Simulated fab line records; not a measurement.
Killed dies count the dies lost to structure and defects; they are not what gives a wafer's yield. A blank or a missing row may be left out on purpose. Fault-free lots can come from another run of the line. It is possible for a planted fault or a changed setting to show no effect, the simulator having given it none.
Problem report in the 8D (eight disciplines) form, filled by code | flow gf180mcu | the parts of the form that need people (team, actions taken, sign-off) are left out

1. WHAT WENT WRONG
Wafers without a fault read 131.2 s, standard deviation 0.45; runLengthS at GF_STI_ETCH_14 reads a mean of 87.2 s on 2 wafers belonging to 2 lots. Relative to the usual mean, that is a shift of -98 standard deviations.
The step: etches Si in HBr/Cl2/O2, target depth 360 nm, time 102.9 s.
First seen on wafer L478.6, day 2 17:39, on rieSi-02. At this step, 29 wafers from 10 lots have a number in the record. The rule behind "out" and "out of limits": a value lying over 4 standard deviations away from the usual mean. All remaining wafers that have a number are taken as sound.

2. WHAT THIS IS AND IS NOT
question                    | is               | is not
which readings at this step | runLengthS       | drypumpMotorCurrentA, oesProductAu, throttleValvePct
which lots                  | L478, L483       | L475, L476, L487, L489, L494, L496, L497, L498
which wafers of those lots  | L478.6, L483.3   | L478.2, L483.2, L483.5
read on which tools         | rieSi-02         | rieSi-01
when                        | from day 2 17:39 | up to then (7 sound wafers); but 20 sound wafers of L483, L487, L489, L494, L496, L497, L498 came after

3. WHAT RULES OUT EACH SUSPECT
Counting: if a tool at a process step up to the reading ran every lot that is out, it stays a suspect. Sound lots after the first of them don't rule it out here, since some wafers of a struck lot are sound.
- rieSi-02 at GF_STI_ETCH_14 (etches Si in HBr/Cl2/O2, target depth 360 nm, time 102.9 s): kept. It ran every lot that is out, first L478 (day 2 17:39); its last sound lot up to then is L476 (day 2 06:28). On those wafers its own readings are out: runLengthS.
Left after counting: rieSi-02 at GF_STI_ETCH_14.

4. THE CAUSE (what the simulator had put in)
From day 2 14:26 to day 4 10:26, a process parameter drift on rieSi-02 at GF_STI_ETCH_14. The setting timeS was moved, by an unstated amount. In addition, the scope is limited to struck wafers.
The count eliminated every tool but this one.

5. THE CHAIN OF EFFECTS, in route order
One row per reading whose mean, taken over the struck wafers that have a number, lies over 3 standard deviations from the usual. Only readings for which the record gives a usual standard deviation are gone through. hours: the time from each lot's start at the first step in this table that gives one to its start at this step, as a median over the lots. sigmas: the change in usual standard deviations.
hours | step            | reading              | usual      | on struck wafers | change | sigmas
0     | GF_STI_ETCH_14  | runLengthS           | 131.2 s    | 87.2             | -43.9  | -98
0     | GF_STI_STRIP_15 | oesProductAu         | 0.384 a.u. | 0.409            | +0.025 | +5.4
0     | GF_STI_STRIP_15 | stripTimeToEndpointS | 3.72 s     | 4.20             | +0.48  | +7.9
Its process steps:
- GF_STI_ETCH_14: etches Si in HBr/Cl2/O2, target depth 360 nm, time 102.9 s.
- GF_STI_STRIP_15: strips in O2/N2.

6. HOW IT WOULD HAVE BEEN CAUGHT EARLIER
3 hours passed between the start of the fault at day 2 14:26 and the first reading out of limits in this record, taken at day 2 17:39.
